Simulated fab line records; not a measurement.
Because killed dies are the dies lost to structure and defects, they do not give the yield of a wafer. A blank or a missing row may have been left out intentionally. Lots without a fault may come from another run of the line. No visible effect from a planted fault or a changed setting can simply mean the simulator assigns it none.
2 desks, one fault -- flow sky130 -- each desk holds nothing but its own numbers, with what lay behind them at the end

## FOR THE TOOL OWNER'S DESK: lithoTrack-01
The tool's own readings at SKY_METAL2_DEVELOP_14 (develop time 60 s): means of the sampled wafers that have a number, for each lot that ran on this tool. A lot is out of limits, marked OUT, if its mean lies more than 4 standard deviations from the usual mean; the brackets give that distance.
Columns: A = chillPlateTempC at SKY_METAL2_DEVELOP_14, usual 23.01 C
lot,first seen here,A
L966,day 41 18:00,22.92
This desk's finding: nothing out of limits on the one lot.

## THE METROLOGY DESK
Lot by lot, what the gauges showed, no matter which tool ran the lot: averages of those sampled wafers that carry a number. A lot is out of limits, marked OUT, if its mean lies more than 4 standard deviations from the usual mean; the brackets give that distance.
Columns: A = METAL2_ALCU_RS at SKY_METAL2_RS_MEAS_05, usual 0.1270 ohm/sq; B = METAL2_ALCU_THK at SKY_METAL2_THK_MEAS_06, usual 244.0 nm; C = cdNm at SKY_METAL2_CD_MEAS_15, usual 139.9 nm
lot,first seen here,A,B,C
L945,day 34 12:13,0.1292,240.1,140.3
L953,day 37 01:45,0.1277,243.6,-
L954,day 37 17:59,0.1270,245.7,-
L959,day 39 05:13,0.1277,243.2,140.3
L963,day 40 04:59,0.1269,247.2,141.3
L966,day 40 19:34,0.1261,246.3,138.8
Finding of this desk: none of the 6 lots has anything out of limits.

## PUT TOGETHER
The desk of the tool owner found nothing out of limits.
Nothing out of limits was seen by the metrology desk.

## WHAT HAD BEEN PUT IN BY THE SIMULATOR
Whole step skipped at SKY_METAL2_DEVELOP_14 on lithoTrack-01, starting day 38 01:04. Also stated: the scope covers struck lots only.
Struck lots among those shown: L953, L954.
